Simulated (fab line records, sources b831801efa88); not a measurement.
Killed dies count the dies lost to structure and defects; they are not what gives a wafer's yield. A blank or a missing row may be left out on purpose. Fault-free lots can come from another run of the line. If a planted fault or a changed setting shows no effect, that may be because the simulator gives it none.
Shared-tool check | flow sky130 | Sample size 12 lots and 42 wafers

## THE REASON FOR OPENING IT
2 of 12 lots carry a flag on the reading LDD_HVN_TW at SKY_LDD_HVN_TW_MEAS_10. No-fault wafers: 1446, standard deviation 15.
Rule: a lot gets a flag if all its wafers with a number sit over 4 standard deviations from that mean, or if no wafer of it has a number. As for the other lots, they are considered sound.

lot  | measured     | on            | LDD_HVN_TW, wafer by wafer    | flag
L583 | day 20 15:36 | film-metro-03 | 1430 1442 1432                |
L584 | day 20 16:10 | film-metro-02 | 1429 1428 1429                |
L585 | day 21 08:43 | film-metro-01 | 1456 1458 1453                |
L586 | day 21 12:40 | film-metro-03 | 1424 1421 1425                |
L587 | day 21 19:07 | film-metro-01 | 1465 1458 1460                |
L592 | day 23 19:58 | film-metro-03 | 1302 1302 1295 1294 1301 1297 | FLAGGED
L595 | day 24 23:32 | film-metro-01 | 1312 1327 1313 1315 1318 1325 | FLAGGED
L597 | day 25 13:15 | film-metro-01 | 1454 1458 1459                |
L599 | day 26 10:36 | film-metro-03 | 1433 1435 1430                |
L603 | day 27 17:29 | film-metro-01 | 1447 1447 1447                |
L604 | day 28 01:16 | film-metro-01 | 1473 1460 1464                |
L606 | day 28 17:24 | film-metro-01 | 1469 1460 1467                |
The numbers of the flagged lots are 1308 on average: -138 against the usual, or -9 standard deviations.

## WHICH TOOL EACH LOT WENT THROUGH
The record holds 2 process steps before the reading, out of a route of 708 steps. Every cell lists first the tool, next ch and the chambers used by the sampled wafers, and last the start.
lot  | flag    | SKY_POLY_GATE_ETCH_16              | SKY_LDD_HVN_IMPLANT_08
L583 |         | rie-diel-02 ch 0,1,3, day 16 14:55 | implanter-04 ch 0, day 20 15:21
L584 |         | rie-diel-03 ch 0,1,3, day 16 16:23 | implanter-01 ch 0, day 20 15:56
L585 |         | rie-diel-02 ch 0,1,2, day 17 06:36 | implanter-04 ch 0, day 21 08:28
L586 |         | rie-diel-04 ch 0,1,3, day 17 11:54 | implanter-01 ch 0, day 21 12:27
L587 |         | rie-diel-04 ch 0,1,2, day 17 18:13 | implanter-02 ch 0, day 21 18:53
L592 | FLAGGED | rie-diel-03 ch 2,3, day 19 20:20   | implanter-04 ch 0, day 23 19:44
L595 | FLAGGED | rie-diel-02 ch 1,3, day 21 00:53   | implanter-04 ch 0, day 24 23:17
L597 |         | rie-diel-04 ch 0,2, day 21 16:02   | implanter-02 ch 0, day 25 13:00
L599 |         | rie-diel-03 ch 0,2,3, day 22 13:13 | implanter-01 ch 0, day 26 10:21
L603 |         | rie-diel-03 ch 2,3, day 23 21:10   | implanter-02 ch 0, day 27 17:14
L604 |         | rie-diel-02 ch 1,2,3, day 24 06:39 | implanter-02 ch 0, day 28 01:01
L606 |         | rie-diel-04 ch 2,3, day 24 22:35   | implanter-02 ch 0, day 28 17:09
What the steps here do:
- SKY_POLY_GATE_ETCH_16: etches Si3N4 in CH3F/O2, stops on poly-Si, time 147.5 s, target depth 75 nm.
- SKY_LDD_HVN_IMPLANT_08
- SKY_LDD_HVN_TW_MEAS_10

## FLAGGED AGAINST TOTAL, ONE TOOL AT A TIME (gauges that did the reading follow at the end)
step                   | tool          | lots run | flagged | share of the flagged lots | sound lots run after its first flagged lot
SKY_POLY_GATE_ETCH_16  | rie-diel-02   | 4        | 1       | some                      | 1 (L604)
SKY_POLY_GATE_ETCH_16  | rie-diel-03   | 4        | 1       | some                      | 2 (L599,L603)
SKY_POLY_GATE_ETCH_16  | rie-diel-04   | 4        | 0       | none                      | -
SKY_LDD_HVN_IMPLANT_08 | implanter-01  | 3        | 0       | none                      | -
SKY_LDD_HVN_IMPLANT_08 | implanter-02  | 5        | 0       | none                      | -
SKY_LDD_HVN_IMPLANT_08 | implanter-04  | 4        | 2       | all                       | 0
SKY_LDD_HVN_TW_MEAS_10 | film-metro-01 | 7        | 1       | some                      | 4 (L597,L603,L604,L606)
SKY_LDD_HVN_TW_MEAS_10 | film-metro-02 | 1        | 0       | none                      | -
SKY_LDD_HVN_TW_MEAS_10 | film-metro-03 | 4        | 1       | some                      | 1 (L599)

## WHAT IS ALLOWED BY THE TABLE
All flagged lots share 1 row of the table, namely implanter-04 at SKY_LDD_HVN_IMPLANT_08.
- implanter-04 at SKY_LDD_HVN_IMPLANT_08 ran 4 lots, 2 of them flagged. It ran its last sound lot, L585, at day 21 08:28 and its first flagged lot, L592, at day 23 19:44: a fault with its onset between the two fits. Its own readings lie more than 4 standard deviations out on every wafer of the flagged lots: beam-energy-keV.
One tool is left: implanter-04 at SKY_LDD_HVN_IMPLANT_08.

## WHAT THE SIMULATOR HAD PUT IN
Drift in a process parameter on implanter-04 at SKY_LDD_HVN_IMPLANT_08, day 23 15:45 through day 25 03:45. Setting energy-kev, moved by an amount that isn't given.
Shown lots that were struck: L592, L595. The rule above found the same.
